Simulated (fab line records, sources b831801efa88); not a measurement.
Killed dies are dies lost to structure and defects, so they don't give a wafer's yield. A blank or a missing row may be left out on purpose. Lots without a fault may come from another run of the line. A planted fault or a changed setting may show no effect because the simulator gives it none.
Which tool did it? | flow sky130 | 6 lots, 18 wafers sampled, at 2 steps of a route of 708

WHAT THE GAUGES READ, wafer by wafer
SKY_LOCAL_INTERCONNECT_CD_MEAS_11: target cd 170 nm.
lot  | measured     | on        | cd_nm (nm)
L448 | day 31 10:44 | cd_sem-01 | 168.4 168.3 169.1
L451 | day 32 03:56 | cd_sem-01 | 171.6 170.0 170.6
L460 | day 35 19:49 | cd_sem-02 | 168.8 169.1 169.3
L463 | day 36 14:08 | cd_sem-02 | 170.8 172.1 172.9
L465 | day 36 21:07 | cd_sem-02 | 171.1 169.8 170.2
L468 | day 37 19:11 | cd_sem-01 | 170.4 170.3 169.4

WHICH TOOL RAN EACH LOT (tool, then ch and the chambers of the sampled wafers, then the start)
lot  | SKY_LI_CONTACT_SPUTTER_20
L448 | pvd_sputter-01, day 30 06:08
L451 | pvd_sputter-02, day 30 23:02
L460 | pvd_sputter-02, day 34 16:15
L463 | pvd_sputter-01, day 35 11:15
L465 | pvd_sputter-01, day 35 18:11
L468 | pvd_sputter-02, day 36 15:52
- SKY_LI_CONTACT_SPUTTER_20: material TiN, target thk 20 nm, time 80 s.

THE ANSWER, worked out from the rows above alone
Rule: what is usual is taken from the lots themselves. Put in order of their means at a reading, lots are off if they are a third of the lots or fewer, leave a main group of 4 or more, and stand apart from it by a gap of 3 or more times the standard deviation of the main group's means; of several such gaps the widest counts. A main group whose means are all the same, to the digits that the tables above print for the reading, isn't used. A lot without any number at a reading at which 4 lots or more have one is off too. The other lots that the step has rows for count as sound.
No lot is off at any reading shown: from this, nothing can be told.

WHAT THE SIMULATOR HAD PUT IN
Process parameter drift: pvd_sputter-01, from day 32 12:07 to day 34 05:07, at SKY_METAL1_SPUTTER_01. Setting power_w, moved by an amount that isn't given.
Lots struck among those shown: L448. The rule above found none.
